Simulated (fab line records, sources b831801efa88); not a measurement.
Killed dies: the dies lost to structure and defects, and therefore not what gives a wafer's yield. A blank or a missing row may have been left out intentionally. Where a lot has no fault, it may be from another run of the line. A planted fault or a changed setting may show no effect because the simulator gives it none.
Split-lot experiment :: flow gf180mcu :: on a route of 602 steps: 5 lots, 23 wafers read

## THE SPLIT
At GF_V4_COAT_09 (resist thk 1000 nm), the setting resist thk nm was moved away from the recipe's 1000 nm on 10 of the 23 wafers read, by -5.0% to +4.4%. This setting was run at the recipe's value on the other wafers.

## FROM THE SPLIT TO THE READING: what the file shows between them, 3 steps
- GF_V4_DEVELOP_13: develop time 60 s (also split here: develop time s)
- GF_V4_ETCH_16: etches BARC in N2/H2
- GF_V4_ETCH_17: etches SiO2 in C4F8/O2/Ar, stops on TiN, target depth 630 nm

## THE READING
oes product au, in a.u., at GF_V4_STRIP_18 (strips in O2/N2). Typical for fault-free wafers on this fab line: 0.592 a.u., with standard deviation 0.0048 a.u.

wafer: L079.1
tool, chamber at the split: litho track-01, 0
resist thk nm as run, nm: 1000
against the recipe: recipe
oes product au, a.u.: 0.591
against lot-mates on the recipe: -

wafer: L079.2
tool, chamber at the split: litho track-01, 0
resist thk nm as run, nm: 1000
against the recipe: recipe
oes product au, a.u.: 0.588
against lot-mates on the recipe: -

wafer: L079.4
tool, chamber at the split: litho track-01, 0
resist thk nm as run, nm: 1028
against the recipe: +2.8%
oes product au, a.u.: 0.589
against lot-mates on the recipe: +0.001

wafer: L079.5
tool, chamber at the split: litho track-01, 0
resist thk nm as run, nm: 1000
against the recipe: recipe
oes product au, a.u.: 0.584
against lot-mates on the recipe: -

wafer: L079.6
tool, chamber at the split: litho track-01, 0
resist thk nm as run, nm: 1028
against the recipe: +2.8%
oes product au, a.u.: 0.598
against lot-mates on the recipe: +0.010

wafer: L082.2
tool, chamber at the split: litho track-04, 0
resist thk nm as run, nm: 1000
against the recipe: recipe
oes product au, a.u.: 0.590
against lot-mates on the recipe: -

wafer: L082.3
tool, chamber at the split: litho track-04, 0
resist thk nm as run, nm: 1000
against the recipe: recipe
oes product au, a.u.: 0.598
against lot-mates on the recipe: -

wafer: L082.4
tool, chamber at the split: litho track-04, 0
resist thk nm as run, nm: 1000
against the recipe: recipe
oes product au, a.u.: 0.596
against lot-mates on the recipe: -

wafer: L082.5
tool, chamber at the split: litho track-04, 0
resist thk nm as run, nm: 950.2
against the recipe: -5.0%
oes product au, a.u.: 0.580
against lot-mates on the recipe: -0.015

wafer: L082.6
tool, chamber at the split: litho track-04, 0
resist thk nm as run, nm: 950.2
against the recipe: -5.0%
oes product au, a.u.: 0.574
against lot-mates on the recipe: -0.021

wafer: L083.2
tool, chamber at the split: litho track-01, 0
resist thk nm as run, nm: 1000
against the recipe: recipe
oes product au, a.u.: 0.599
against lot-mates on the recipe: -

wafer: L083.4
tool, chamber at the split: litho track-01, 0
resist thk nm as run, nm: 1000
against the recipe: recipe
oes product au, a.u.: 0.598
against lot-mates on the recipe: -

wafer: L083.5
tool, chamber at the split: litho track-01, 0
resist thk nm as run, nm: 1000
against the recipe: recipe
oes product au, a.u.: 0.592
against lot-mates on the recipe: -

wafer: L084.1
tool, chamber at the split: litho track-01, 0
resist thk nm as run, nm: 1044
against the recipe: +4.4%
oes product au, a.u.: 0.609
against lot-mates on the recipe: +0.015

wafer: L084.2
tool, chamber at the split: litho track-01, 0
resist thk nm as run, nm: 1044
against the recipe: +4.4%
oes product au, a.u.: 0.612
against lot-mates on the recipe: +0.018

wafer: L084.3
tool, chamber at the split: litho track-01, 0
resist thk nm as run, nm: 1000
against the recipe: recipe
oes product au, a.u.: 0.596
against lot-mates on the recipe: -

wafer: L084.5
tool, chamber at the split: litho track-01, 0
resist thk nm as run, nm: 1044
against the recipe: +4.4%
oes product au, a.u.: 0.613
against lot-mates on the recipe: +0.019

wafer: L084.6
tool, chamber at the split: litho track-01, 0
resist thk nm as run, nm: 1000
against the recipe: recipe
oes product au, a.u.: 0.592
against lot-mates on the recipe: -

wafer: L085.1
tool, chamber at the split: litho track-03, 0
resist thk nm as run, nm: 1000
against the recipe: recipe
oes product au, a.u.: 0.593
against lot-mates on the recipe: -

wafer: L085.2
tool, chamber at the split: litho track-03, 0
resist thk nm as run, nm: 1000
against the recipe: recipe
oes product au, a.u.: 0.589
against lot-mates on the recipe: -

wafer: L085.3
tool, chamber at the split: litho track-03, 0
resist thk nm as run, nm: 1026
against the recipe: +2.6%
oes product au, a.u.: 0.604
against lot-mates on the recipe: +0.013

wafer: L085.4
tool, chamber at the split: litho track-03, 0
resist thk nm as run, nm: 1026
against the recipe: +2.6%
oes product au, a.u.: 0.600
against lot-mates on the recipe: +0.009

wafer: L085.6
tool, chamber at the split: litho track-03, 0
resist thk nm as run, nm: 1026
against the recipe: +2.6%
oes product au, a.u.: 0.604
against lot-mates on the recipe: +0.013

THE FIT
A straight line over all 23 wafers: oes product au changes by +0.00337 a.u. for each +1% of resist thk nm; r = +0.86; the points scatter about the line by 0.005 a.u.
The same after taking each lot's own level away (the mean of its wafers on the recipe; 23 wafers): +0.00367 a.u. for each +1%; r = +0.94; scatter 0.0034 a.u.
Per that fit: largest resist thk nm move, reading shift of 0.018 a.u.
Across the lots, their own levels run from 0.5877 to 0.5963 a.u., a range of 1.8 times the standard deviation given above.
The two slopes agree, so the slope changes little with the lot-to-lot level.
Check: with one of the wafers moved furthest among these (-5.0%) left out of the fit, the line predicts -0.0196 a.u. for it against its lot-mates. Against them it came out at -0.0147 a.u.

## OTHER SPLITS APPLIED TO THESE WAFERS
Note: prior to the reading, these wafers also went through further splits. Each is held against what the fit with the lots' levels taken away leaves over:
other split on the same wafers: GF_M1_EXPOSE_11 dose mj
wafers away from the commonest value: 4
r with oes product au (lot level and that fit taken away): +0.16

other split on the same wafers: GF_V1_SPUTTER_21 time s
wafers away from the commonest value: 7
r with oes product au (lot level and that fit taken away): -0.41

other split on the same wafers: GF_M2_EXPOSE_11 dose mj
wafers away from the commonest value: 11
r with oes product au (lot level and that fit taken away): +0.18

other split on the same wafers: GF_M3_SPUTTER_03 power w
wafers away from the commonest value: 8
r with oes product au (lot level and that fit taken away): +0.12

other split on the same wafers: GF_M3_SPUTTER_04 power w
wafers away from the commonest value: 6
r with oes product au (lot level and that fit taken away): -0.15

other split on the same wafers: GF_V4_DEVELOP_13 develop time s
wafers away from the commonest value: 5
r with oes product au (lot level and that fit taken away): -0.04

## THE WHOLE CHAIN: every reading that the file lists as answering this split, in the file's order
step: GF_V4_COAT_09
what it does: resist thk 1000 nm
reading: KrF_of_V4_COAT_09.thk nm (the simulator's own value, which no gauge read)
change (the file's fit): +9.78 nm for each +1% of the setting
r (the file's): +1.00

step: GF_V4_STRIP_18
what it does: strips in O2/N2
reading: oes product au
change (the file's fit): +0.00365 a.u. for each +1% of the setting
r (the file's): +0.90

## FILE'S OWN FIT
oes product au changes by +0.00365 a.u. for each +1% of resist thk nm, r = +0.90.
